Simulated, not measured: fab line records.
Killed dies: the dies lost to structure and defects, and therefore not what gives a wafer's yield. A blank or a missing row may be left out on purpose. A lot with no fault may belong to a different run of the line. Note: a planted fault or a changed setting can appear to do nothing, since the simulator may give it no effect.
Split-lot trial | flow sfq_line | 23 wafers read from 5 lots, route of 325 steps

## ON THE SPLIT
At SFQ_TRILAYER_R5_LITHO_PEB_139 (peb time 60 s), the setting peb_temp_c was moved away from the recipe's 115 C on 9 of the 23 wafers read, by -1.9% to +3.1%. For the rest of the wafers, this setting stayed at what the recipe calls for.

## SPLIT TO READING: what lies between them in the file, 1 step
- SFQ_TRILAYER_R5_LITHO_DEVELOP_138: time 60 s

## THE READING
R5.cd_nm (the simulator's own value, which no gauge read), in nm, at SFQ_TRILAYER_R5_BARC_OPEN_METAL_ETCH_177 (etches BARC in O2, target depth 125 nm, time 41.7 s). No usual value for it is given in the file. Average 500.6 nm, standard deviation 1.3 nm, over the 14 wafers here run with the recipe.

wafer  | tool, chamber at the split | peb_temp_c as run, C | against the recipe | R5.cd_nm, nm | against lot-mates on the recipe
L074.1 | litho_track-02, 0          | 115                  | recipe             | 500          | -
L074.2 | litho_track-02, 0          | 115                  | recipe             | 502.7        | -
L074.5 | litho_track-02, 0          | 115                  | recipe             | 501.1        | -
L075.2 | litho_track-01, 0          | 115                  | recipe             | 499.5        | -
L075.3 | litho_track-01, 0          | 115                  | recipe             | 501.5        | -
L075.4 | litho_track-01, 0          | 115                  | recipe             | 501          | -
L075.5 | litho_track-01, 0          | 115                  | recipe             | 501.7        | -
L075.6 | litho_track-01, 0          | 115                  | recipe             | 501.2        | -
L076.1 | litho_track-02, 0          | 118.6                | +3.1%              | 444.8        | -57.1
L076.2 | litho_track-02, 0          | 118.6                | +3.1%              | 444.6        | -57.3
L076.3 | litho_track-02, 0          | 115                  | recipe             | 501.6        | -
L076.4 | litho_track-02, 0          | 118.6                | +3.1%              | 443.5        | -58.4
L076.6 | litho_track-02, 0          | 115                  | recipe             | 502.2        | -
L083.1 | litho_track-01, 0          | 112.8                | -1.9%              | 543          | +43.9
L083.2 | litho_track-01, 0          | 115                  | recipe             | 498.8        | -
L083.4 | litho_track-01, 0          | 112.8                | -1.9%              | 543.9        | +44.8
L083.5 | litho_track-01, 0          | 115                  | recipe             | 499.5        | -
L083.6 | litho_track-01, 0          | 112.8                | -1.9%              | 544.5        | +45.4
L084.1 | litho_track-04, 0          | 115                  | recipe             | 497.8        | -
L084.2 | litho_track-04, 0          | 115                  | recipe             | 500.2        | -
L084.3 | litho_track-04, 0          | 113.8                | -1.0%              | 521          | +22.0
L084.4 | litho_track-04, 0          | 113.8                | -1.0%              | 523          | +24.0
L084.5 | litho_track-04, 0          | 113.8                | -1.0%              | 520.8        | +21.8

FIT RESULTS
A straight line over all 23 wafers: R5.cd_nm changes by -19.3 nm for each +1% of peb_temp_c; r = -1.00; the points scatter about the line by 2.7 nm.
The same after taking each lot's own level away (the mean of its wafers on the recipe; 23 wafers): -19.9 nm for each +1%; r = -1.00; scatter 2.7 nm.
On that fit, the largest move of peb_temp_c shifts the reading by 62 nm.
Measured against the standard deviation above, the lots' own levels, which go from 499.00 to 501.90 nm, span 2.2 times it.
Consequently the slope shifts little with the lot-to-lot level, the two slopes agreeing.
Check: -61.9 nm against its lot-mates is what the line predicts for one of the wafers moved furthest among these (+3.1%) when that wafer is left out of the fit. Against them it came out at -57.1 nm.

## FURTHER SPLITS ON THESE WAFERS
Note: prior to the reading, these wafers also went through further splits. Each is held against what the fit with the lots' levels taken away leaves over:
other split on the same wafers                   | wafers away from the commonest value | r with R5.cd_nm (lot level and that fit taken away)
SFQ_TRILAYER_M4_LITHO_COAT_093 spin_rpm          | 12                                   | +0.11
SFQ_TRILAYER_I4_VIA_LITHO_COAT_108 resist_thk_nm | 11                                   | +0.43
SFQ_TRILAYER_I4_VIA_LITHO_PEB_106 peb_temp_c     | 8                                    | +0.21
SFQ_TRILAYER_JJ_TRILAYER_DEP_SPUTTER_110 power_w | 9                                    | +0.02
SFQ_TRILAYER_JJ_CE_LITHO_COAT_119 resist_thk_nm  | 10                                   | +0.29
SFQ_TRILAYER_R5_LITHO_COAT_141 spin_rpm          | 8                                    | -0.30

## FILE'S OWN FIT
R5.cd_nm changes by -19.9 nm for each +1% of peb_temp_c, r = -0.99.
